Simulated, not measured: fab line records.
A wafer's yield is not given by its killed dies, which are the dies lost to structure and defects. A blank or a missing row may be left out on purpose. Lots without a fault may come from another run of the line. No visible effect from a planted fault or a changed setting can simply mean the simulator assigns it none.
8D (eight disciplines) problem report, filled in by code | flow sky130 | the parts of the form that need people (team, actions taken, sign-off) are left out

== 1. WHAT WENT WRONG ==
killed_at_contacts at SKY_PAD_OPEN_PROBE_99 reads a mean of 134 on 6 wafers of 2 lots; wafers without a fault read 24 with a standard deviation of 5.4. Relative to the usual mean, that is a shift of +20 standard deviations.
The first sign was on wafer L378.1 at day 48 06:12, on prober-01. The record holds 6 wafers of 2 lots with a number at this step. Rule for "out", or "out of limits": more than 4 standard deviations from the usual mean. The other wafers with a number count as sound.

== 2. WHAT IT IS; WHAT IT IS NOT ==
question                    | is                              | is not
which readings at this step | killed_at_contacts, killed_dies | killed_at_M0_to_M3, killed_at_front_end, killed_at_other, killed_short
which lots                  | L378, L379                      | -
which wafers of those lots  | all that have a number          | -
read on which tools         | prober-01, prober-02            | -
when                        | from day 48 06:12               | up to then (0 sound wafers)

== 3. WHAT RULES OUT EACH SUSPECT ==
Counting: a tool at a process step up to the reading stays a suspect if it ran every lot that is out and no sound lot after the first of them.
- cmp-01 at SKY_CONTACT_CMP_27 (polishes, stops on SiO2, t overpolish 15 s, target thk 0 nm): kept. It ran every lot that is out, first L378 (day 34 20:00), and no sound lot after that.
The count leaves cmp-01 at SKY_CONTACT_CMP_27.

== 4. THE CAUSE (what the simulator had put in) ==
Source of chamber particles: cmp-01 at SKY_CONTACT_CMP_27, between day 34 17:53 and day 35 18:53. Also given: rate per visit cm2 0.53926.
This tool alone remained once counting was done.

== 5. THE EFFECT CHAIN, in route order ==
Each row: a reading whose mean over the struck wafers that have a number lies more than 3 standard deviations from the usual. Only readings for which the record gives a usual standard deviation are gone through. hours: the time from each lot's start at the first step in this table that gives one to its start at this step, as a median over the lots. sigmas: the change in usual standard deviations.
hours | step                  | reading            | usual | on struck wafers | change | sigmas
0     | SKY_PAD_OPEN_PROBE_99 | killed_at_contacts | 24    | 134              | +110   | +20
0     | SKY_PAD_OPEN_PROBE_99 | killed_dies        | 87    | 190              | +103   | +10
0     | SKY_PAD_OPEN_PROBE_99 | killed_on_rim      | 17    | 36               | +20    | +4.9
Here are the process steps it includes:
- SKY_PAD_OPEN_PROBE_99

== 6. WHAT WOULD HAVE CAUGHT IT SOONER ==
First out-of-limits reading in this record: day 48 06:12, which is 324 hours after fault onset at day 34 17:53.
No tool reading at SKY_CONTACT_CMP_27 that has a usual standard deviation in the record was out on any struck wafer, so an alarm limit of 4 standard deviations on those readings would not have fired.
The start of SKY_CONTACT_CMP_27 on cmp-01 came by day 48 06:12 for every one of the lots that are out (2). A hold on the tool at that time would have spared none of them.
